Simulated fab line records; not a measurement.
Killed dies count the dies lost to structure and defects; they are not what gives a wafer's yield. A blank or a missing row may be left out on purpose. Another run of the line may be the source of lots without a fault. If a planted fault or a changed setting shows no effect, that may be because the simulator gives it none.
Matching of chambers / flow gf180mcu / GF_STI_CMP_25 on cmp-02: 4 sister chambers
The step polishes, stops on Si3N4, t overpolish 33 s, target thk 524.6 nm. 14 wafers are shown with their chamber, then 7 later ones without.

## WAFERS PAIRED WITH THEIR CHAMBERS
wafer=L783.4; chamber=1; motorCurrentA (A)=11.3; timeToEndpointS (s)=122; overpolishRunS (s)=33.002
wafer=L783.5; chamber=2; motorCurrentA (A)=12.7; timeToEndpointS (s)=117; overpolishRunS (s)=32.998
wafer=L783.6; chamber=3; motorCurrentA (A)=11.4; timeToEndpointS (s)=127; overpolishRunS (s)=32.997
wafer=L784.4; chamber=0; motorCurrentA (A)=14.7; timeToEndpointS (s)=124; overpolishRunS (s)=32.986
wafer=L784.5; chamber=1; motorCurrentA (A)=11.3; timeToEndpointS (s)=127; overpolishRunS (s)=33.006
wafer=L784.6; chamber=0; motorCurrentA (A)=13.7; timeToEndpointS (s)=120; overpolishRunS (s)=33.000
wafer=L785.2; chamber=1; motorCurrentA (A)=10.9; timeToEndpointS (s)=120; overpolishRunS (s)=32.983
wafer=L785.3; chamber=0; motorCurrentA (A)=14.3; timeToEndpointS (s)=114; overpolishRunS (s)=33.005
wafer=L785.4; chamber=2; motorCurrentA (A)=13.1; timeToEndpointS (s)=116; overpolishRunS (s)=32.998
wafer=L786.1; chamber=3; motorCurrentA (A)=10.9; timeToEndpointS (s)=122; overpolishRunS (s)=33.001
wafer=L786.2; chamber=1; motorCurrentA (A)=11.2; timeToEndpointS (s)=118; overpolishRunS (s)=32.991
wafer=L786.6; chamber=3; motorCurrentA (A)=10.7; timeToEndpointS (s)=129; overpolishRunS (s)=33.010
wafer=L787.1; chamber=0; motorCurrentA (A)=13.3; timeToEndpointS (s)=119; overpolishRunS (s)=33.010
wafer=L787.4; chamber=2; motorCurrentA (A)=12.9; timeToEndpointS (s)=119; overpolishRunS (s)=32.988

SIGNATURES (averages over the wafers above)
reading=motorCurrentA; chamber 0=14.000; chamber 1=11.175; chamber 2=12.900; chamber 3=11.000; scatter within a chamber=0.401
reading=timeToEndpointS; chamber 0=119.25; chamber 1=121.75; chamber 2=117.33; chamber 3=126.00; scatter within a chamber=3.55
reading=overpolishRunS; chamber 0=33.00025; chamber 1=32.99550; chamber 2=32.99467; chamber 3=33.00267; scatter within a chamber=0.00897
Rule: distance of a wafer from a chamber = root of the sum over the readings of ((wafer's reading minus chamber's mean) / reading's scatter) squared. The wafer belongs to the nearest chamber; if the next one is less than 2 further off, it can't be placed. The scatter: the root of (the sum of the squares of (reading less its chamber's mean) over the shown wafers, divided by (wafers less chambers)).

## WAFERS MISSING THEIR CHAMBER
wafer=L787.5; motorCurrentA (A)=13.7; timeToEndpointS (s)=121; overpolishRunS (s)=33.000
wafer=L791.2; motorCurrentA (A)=11.3; timeToEndpointS (s)=125; overpolishRunS (s)=33.002
wafer=L791.5; motorCurrentA (A)=10.2; timeToEndpointS (s)=120; overpolishRunS (s)=32.999
wafer=L791.6; motorCurrentA (A)=14.3; timeToEndpointS (s)=123; overpolishRunS (s)=32.990
wafer=L792.1; motorCurrentA (A)=13.3; timeToEndpointS (s)=127; overpolishRunS (s)=33.007
wafer=L792.3; motorCurrentA (A)=11.5; timeToEndpointS (s)=123; overpolishRunS (s)=32.998
wafer=L792.4; motorCurrentA (A)=12.8; timeToEndpointS (s)=125; overpolishRunS (s)=33.011

## CHAMBER TAKEN BY EACH
wafer=L787.5; from the rows above=can't be placed: 0 or 2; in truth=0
wafer=L791.2; from the rows above=can't be placed: 3 or 1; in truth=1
wafer=L791.5; from the rows above=can't be placed: 1 or 3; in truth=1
wafer=L791.6; from the rows above=0; in truth=0
wafer=L792.1; from the rows above=can't be placed: 0 or 2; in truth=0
wafer=L792.3; from the rows above=can't be placed: 1 or 3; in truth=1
wafer=L792.4; from the rows above=can't be placed: 2 or 0 or 1 or 3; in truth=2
1 of 7 placed correctly. These rows do not allow placing 6 (true chamber among the candidates in 6). 0 placed wrongly.
